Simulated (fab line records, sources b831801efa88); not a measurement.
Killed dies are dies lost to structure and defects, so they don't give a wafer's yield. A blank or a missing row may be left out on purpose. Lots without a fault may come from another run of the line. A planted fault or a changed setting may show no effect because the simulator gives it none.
A struck lot beside a sound one | flow gf180mcu | 16 steps out of a route of 602
Sound: wafers L219.3, L219.4, L219.5. Struck: wafer L213.5. (L213.1, L213.3 of the same lot were not struck and are left out.) The cause comes at the end.
At each step with rows: each side's tool, then ch and its chambers, then its first start. Under that, the readings that differ: sound wafers | struck wafers | difference of the means | sigmas: that difference in standard deviations of wafers without a fault.
alike: readings whose means differ by less than 2 such deviations, and words and numbers that are the same on both sides. not compared: withheld readings, readings that some wafer has no value for, bounds like >300 that may hide the same value, and numbers for which the record gives no deviation and whose values overlap.
The two part at a step that has a row with sigmas, a row that says differs or no value, or rows on one side only. Numbers that don't overlap but have no deviation are shown without sigmas and don't part them. A reading that every wafer of one side lacks parts them only if that side has two wafers or more.

first, 3 steps without rows for these wafers: GF_V1_EXPOSE_11 (exposes mask Via1, target cd 260 nm); GF_V1_PEB_12 (peb time 90 s); GF_V1_DEVELOP_13 (develop time 60 s).
GF_V1_CD_MEAS_14: target cd 260 nm.
  sound on cd_sem-01, day 24 05:05; struck on cd_sem-02, day 21 19:49
  alike: cd_nm
GF_V1_OVL_MEAS_15:
  sound on overlay-02, day 24 05:11; struck on overlay-01, day 21 19:56
  alike: V1_OVL
GF_V1_ETCH_16: etches BARC in N2/H2.
  sound on rie_diel-03 ch 2,3, day 24 05:13; struck on rie_diel-04 ch 2, day 21 19:58
  reading                | sound                | struck | difference | sigmas
  throttle_valve_pct (%) | 13.199 13.225 13.224 | 13.240 | +0.024     | +3
  alike: drypump_motor_current_A, oes_product_au, rf_fwd_power_W
GF_V1_ETCH_17: etches SiO2 in C4F8/O2/Ar, stops on TiN, target depth 630 nm.
  sound on rie_diel-03 ch 2,3; struck on rie_diel-04 ch 2
  alike: oes_product_au, rf_fwd_power_W
GF_V1_STRIP_18: strips in O2/N2.
  sound on plasma_asher-01 ch 0,1, day 24 05:22; struck on plasma_asher-02 ch 1, day 21 20:05
  alike: drypump_motor_current_A, heater_power_w, oes_product_au
  not compared: rf_hours_counter_h
then, 2 steps without rows for these wafers: GF_V1_STRIP_19 (strips in post etch residue remover, time 1200 s); GF_V1_CLEAN_20 (cleans in DIW).
GF_V1_SPUTTER_21: material Ti, target thk 15 nm, time 80.02 s.
  sound on pvd_sputter-03, day 24 05:52; struck on pvd_sputter-01, day 21 20:40
  alike: throttle_valve_pct
GF_V1_SPUTTER_22: material TiN, target thk 10 nm, time 40 s.
  sound on pvd_sputter-03, day 24 05:56; struck on pvd_sputter-01, day 21 20:43
  alike: throttle_valve_pct
GF_V1_CVD_23: deposits W, target thk 350 nm, time 105.05 s.
  sound on cvd_w-01 ch 0,1, day 24 06:01; struck on cvd_w-01 ch 0, day 21 20:46
  reading                          | sound             | struck | difference | sigmas
  chamber_pressure_Torr (Torr)     | 40.12 40.02 40.00 | 37.78  | -2.27      | -26
  model.W_of_V1_CVD_23.thk_nm (nm) | 337.6 349.6 350.2 | 332.9  | -12.9      |
  alike: heater_power_w
  not compared: since_wet_clean_h
GF_V1_RS_MEAS_24: measures by four-point-probe.
  sound on film_metro-03, day 24 06:07; struck on film_metro-03, day 21 21:09
  reading          | sound             | struck | difference | sigmas
  V1_W_RS (ohm/sq) | 0.340 0.328 0.327 | 0.344  | +0.012     | +3
  not compared: hold
GF_V1_THK_MEAS_25: measures by xrf.
  sound on film_metro-03, day 24 06:13; struck on film_metro-03, day 22 04:09
  reading       | sound       | struck                   | difference                   | sigmas
  hold          | - - -       | await_dispo/6.8h/release | no value on the sound wafers |
  V1_W_THK (nm) | 346 358 360 | 341                      | -14                          | -2
GF_PASSIVATION_PROBE_99:
  the record has rows for the sound wafers here (prober-02, day 33 15:11) and none for the struck ones

WHERE THEY PART
First at GF_V1_ETCH_16; last, within this record, at GF_PASSIVATION_PROBE_99.

WHY: what the simulator had put in
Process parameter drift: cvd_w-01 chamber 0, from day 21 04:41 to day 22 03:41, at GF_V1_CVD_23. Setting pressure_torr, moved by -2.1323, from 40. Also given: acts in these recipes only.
